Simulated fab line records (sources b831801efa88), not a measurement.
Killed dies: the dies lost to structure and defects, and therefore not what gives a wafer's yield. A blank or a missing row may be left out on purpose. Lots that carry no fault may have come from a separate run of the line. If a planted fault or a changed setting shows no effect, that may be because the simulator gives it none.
Which tool was responsible? / flow gf180mcu / 36 wafers from 12 lots sampled at 5 of the route's 602 steps

## WHAT THE GAUGES SHOWED, per wafer
GF_V1_BOW_MEAS_05.
lot=L145; measured=day 17 07:33; on=film-metro-04; V1_BOW (um)=87 82 88
lot=L146; measured=day 17 19:10; on=film-metro-04; V1_BOW (um)=94 72 78
lot=L147; measured=day 18 10:24; on=film-metro-03; V1_BOW (um)=81 85 88
lot=L149; measured=day 19 00:49; on=film-metro-04; V1_BOW (um)=69 80 84
lot=L150; measured=day 19 14:07; on=film-metro-03; V1_BOW (um)=84 73 83
lot=L153; measured=day 20 15:40; on=film-metro-02; V1_BOW (um)=83 74 73
lot=L155; measured=day 21 08:28; on=film-metro-04; V1_BOW (um)=79 78 77 - - -
lot=L158; measured=day 22 04:10; on=film-metro-03; V1_BOW (um)=90 80 75 - - -
lot=L164; measured=day 24 15:04; on=film-metro-03; V1_BOW (um)=89 80 83
lot=L165; measured=day 24 15:18; on=film-metro-02; V1_BOW (um)=83 88 83
lot=L166; measured=day 24 22:53; on=film-metro-02; V1_BOW (um)=86 75 85
lot=L167; measured=day 25 02:37; on=film-metro-04; V1_BOW (um)=96 79 105

## TOOL THAT RAN EACH LOT (tool first, then ch and the chambers of the sampled wafers, then the start)
lot=L145; GF_CONTACT_SPUTTER_22=pvd-sputter-03, day 16 07:04; GF_M1_SPUTTER_03=pvd-sputter-04, day 16 07:54; GF_M1_SPUTTER_04=pvd-sputter-04, day 16 07:55; GF_V1_CMP_04=cmp-02 ch 0,1,3, day 17 07:13
lot=L146; GF_CONTACT_SPUTTER_22=pvd-sputter-04, day 16 17:43; GF_M1_SPUTTER_03=pvd-sputter-04, day 16 18:34; GF_M1_SPUTTER_04=pvd-sputter-04, day 16 18:35; GF_V1_CMP_04=cmp-01 ch 1,2,3, day 17 18:57
lot=L147; GF_CONTACT_SPUTTER_22=pvd-sputter-04, day 17 08:33; GF_M1_SPUTTER_03=pvd-sputter-01, day 17 09:23; GF_M1_SPUTTER_04=pvd-sputter-01, day 17 09:25; GF_V1_CMP_04=cmp-02 ch 0,1, day 18 10:06
lot=L149; GF_CONTACT_SPUTTER_22=pvd-sputter-01, day 17 23:10; GF_M1_SPUTTER_03=pvd-sputter-02, day 18 00:00; GF_M1_SPUTTER_04=pvd-sputter-02, day 18 00:01; GF_V1_CMP_04=cmp-02 ch 0,1,2, day 19 00:36
lot=L150; GF_CONTACT_SPUTTER_22=pvd-sputter-04, day 18 11:55; GF_M1_SPUTTER_03=pvd-sputter-01, day 18 12:46; GF_M1_SPUTTER_04=pvd-sputter-01, day 18 12:47; GF_V1_CMP_04=cmp-02 ch 0,1,2, day 19 13:49
lot=L153; GF_CONTACT_SPUTTER_22=pvd-sputter-01, day 19 12:52; GF_M1_SPUTTER_03=pvd-sputter-02, day 19 13:42; GF_M1_SPUTTER_04=pvd-sputter-02, day 19 13:43; GF_V1_CMP_04=cmp-01 ch 0,1,2, day 20 15:22
lot=L155; GF_CONTACT_SPUTTER_22=pvd-sputter-03, day 20 06:25; GF_M1_SPUTTER_03=pvd-sputter-04, day 20 07:15; GF_M1_SPUTTER_04=pvd-sputter-04, day 20 07:16; GF_V1_CMP_04=cmp-02 ch 2,3, day 21 08:10
lot=L158; GF_CONTACT_SPUTTER_22=pvd-sputter-04, day 21 02:52; GF_M1_SPUTTER_03=pvd-sputter-01, day 21 03:42; GF_M1_SPUTTER_04=pvd-sputter-01, day 21 03:43; GF_V1_CMP_04=cmp-02 ch 0,1, day 22 03:52
lot=L164; GF_CONTACT_SPUTTER_22=pvd-sputter-01, day 23 14:04; GF_M1_SPUTTER_03=pvd-sputter-02, day 23 14:54; GF_M1_SPUTTER_04=pvd-sputter-02, day 23 14:55; GF_V1_CMP_04=cmp-01 ch 1,2,3, day 24 14:51
lot=L165; GF_CONTACT_SPUTTER_22=pvd-sputter-04, day 23 14:06; GF_M1_SPUTTER_03=pvd-sputter-01, day 23 15:12; GF_M1_SPUTTER_04=pvd-sputter-01, day 23 15:13; GF_V1_CMP_04=cmp-02 ch 2,3, day 24 15:02
lot=L166; GF_CONTACT_SPUTTER_22=pvd-sputter-04, day 23 22:40; GF_M1_SPUTTER_03=pvd-sputter-02, day 23 23:30; GF_M1_SPUTTER_04=pvd-sputter-02, day 23 23:31; GF_V1_CMP_04=cmp-02 ch 0,1, day 24 22:34
lot=L167; GF_CONTACT_SPUTTER_22=pvd-sputter-01, day 24 02:22; GF_M1_SPUTTER_03=pvd-sputter-02, day 24 03:12; GF_M1_SPUTTER_04=pvd-sputter-02, day 24 03:13; GF_V1_CMP_04=cmp-02 ch 1,2, day 25 02:18
- GF_CONTACT_SPUTTER_22: material Ti, target thk 15 nm, time 78.18 s.
- GF_M1_SPUTTER_03: material Ti, target thk 10 nm, time 6.7 s.
- GF_M1_SPUTTER_04: material TiN, target thk 50 nm, time 41.7 s.
- GF_V1_CMP_04: polishes SiO2.

## WHAT THE TOOLS THEMSELVES READ (means of the sampled wafers that have a number; where no wafer has one, the mark that the record gives instead)
GF_CONTACT_SPUTTER_22.
lot=L145; tool=pvd-sputter-03; throttle-valve-pct (%)=30.5
lot=L146; tool=pvd-sputter-04; throttle-valve-pct (%)=30.2
lot=L147; tool=pvd-sputter-04; throttle-valve-pct (%)=29.6
lot=L149; tool=pvd-sputter-01; throttle-valve-pct (%)=30.7
lot=L150; tool=pvd-sputter-04; throttle-valve-pct (%)=30.2
lot=L153; tool=pvd-sputter-01; throttle-valve-pct (%)=30.8
lot=L155; tool=pvd-sputter-03; throttle-valve-pct (%)=29.3
lot=L158; tool=pvd-sputter-04; throttle-valve-pct (%)=29.7
lot=L164; tool=pvd-sputter-01; throttle-valve-pct (%)=30.2
lot=L165; tool=pvd-sputter-04; throttle-valve-pct (%)=30.2
lot=L166; tool=pvd-sputter-04; throttle-valve-pct (%)=30.1
lot=L167; tool=pvd-sputter-01; throttle-valve-pct (%)=31.0

GF_M1_SPUTTER_03.
lot=L145; tool=pvd-sputter-04; throttle-valve-pct (%)=30.2
lot=L146; tool=pvd-sputter-04; throttle-valve-pct (%)=30.6
lot=L147; tool=pvd-sputter-01; throttle-valve-pct (%)=30.4
lot=L149; tool=pvd-sputter-02; throttle-valve-pct (%)=30.9
lot=L150; tool=pvd-sputter-01; throttle-valve-pct (%)=30.7
lot=L153; tool=pvd-sputter-02; throttle-valve-pct (%)=30.5
lot=L155; tool=pvd-sputter-04; throttle-valve-pct (%)=30.0
lot=L158; tool=pvd-sputter-01; throttle-valve-pct (%)=30.6
lot=L164; tool=pvd-sputter-02; throttle-valve-pct (%)=29.9
lot=L165; tool=pvd-sputter-01; throttle-valve-pct (%)=30.8
lot=L166; tool=pvd-sputter-02; throttle-valve-pct (%)=30.6
lot=L167; tool=pvd-sputter-02; throttle-valve-pct (%)=31.3

GF_M1_SPUTTER_04.
lot=L145; tool=pvd-sputter-04; throttle-valve-pct (%)=30.2
lot=L146; tool=pvd-sputter-04; throttle-valve-pct (%)=30.7
lot=L147; tool=pvd-sputter-01; throttle-valve-pct (%)=30.5
lot=L149; tool=pvd-sputter-02; throttle-valve-pct (%)=31.0
lot=L150; tool=pvd-sputter-01; throttle-valve-pct (%)=30.6
lot=L153; tool=pvd-sputter-02; throttle-valve-pct (%)=30.7
lot=L155; tool=pvd-sputter-04; throttle-valve-pct (%)=30.2
lot=L158; tool=pvd-sputter-01; throttle-valve-pct (%)=30.6
lot=L164; tool=pvd-sputter-02; throttle-valve-pct (%)=30.0
lot=L165; tool=pvd-sputter-01; throttle-valve-pct (%)=30.6
lot=L166; tool=pvd-sputter-02; throttle-valve-pct (%)=30.4
lot=L167; tool=pvd-sputter-02; throttle-valve-pct (%)=31.3

GF_V1_CMP_04.
lot=L145; tool=cmp-02; motor-current-A (A)=12.4; time-to-endpoint-s (s)=80
lot=L146; tool=cmp-01; motor-current-A (A)=12.1; time-to-endpoint-s (s)=79
lot=L147; tool=cmp-02; motor-current-A (A)=12.1; time-to-endpoint-s (s)=73
lot=L149; tool=cmp-02; motor-current-A (A)=12.6; time-to-endpoint-s (s)=80
lot=L150; tool=cmp-02; motor-current-A (A)=12.6; time-to-endpoint-s (s)=75
lot=L153; tool=cmp-01; motor-current-A (A)=12.1; time-to-endpoint-s (s)=73
lot=L155; tool=cmp-02; motor-current-A (A)=12.7; time-to-endpoint-s (s)=93
lot=L158; tool=cmp-02; motor-current-A (A)=12.4; time-to-endpoint-s (s)=84
lot=L164; tool=cmp-01; motor-current-A (A)=11.6; time-to-endpoint-s (s)=81
lot=L165; tool=cmp-02; motor-current-A (A)=12.8; time-to-endpoint-s (s)=76
lot=L166; tool=cmp-02; motor-current-A (A)=12.2; time-to-endpoint-s (s)=72
lot=L167; tool=cmp-02; motor-current-A (A)=12.7; time-to-endpoint-s (s)=74

## THE ANSWER, worked out from the rows above alone
Rule: the lots themselves supply what counts as usual. Put in order of their means at a reading, lots are off if they are a third of the lots or fewer, leave a main group of 4 or more, and stand apart from it by a gap of 3 or more times the standard deviation of the main group's means; of several such gaps the widest counts. Not used: any main group whose means are identical at the precision the tables above print for the reading. A lot without any number at a reading at which 4 lots or more have one is off too. Where the step has rows for the other lots, those lots are counted as sound. Order of review: gauges by route order, followed by the tools' own readings, for which a lot's mean as printed above is used. At the first step where some lot is off, the reading lying furthest off is the one used; lots without a number count as furthest.
Nothing can be told from this: no lot is off at any reading shown.

## WHAT WAS PUT IN BY THE SIMULATOR
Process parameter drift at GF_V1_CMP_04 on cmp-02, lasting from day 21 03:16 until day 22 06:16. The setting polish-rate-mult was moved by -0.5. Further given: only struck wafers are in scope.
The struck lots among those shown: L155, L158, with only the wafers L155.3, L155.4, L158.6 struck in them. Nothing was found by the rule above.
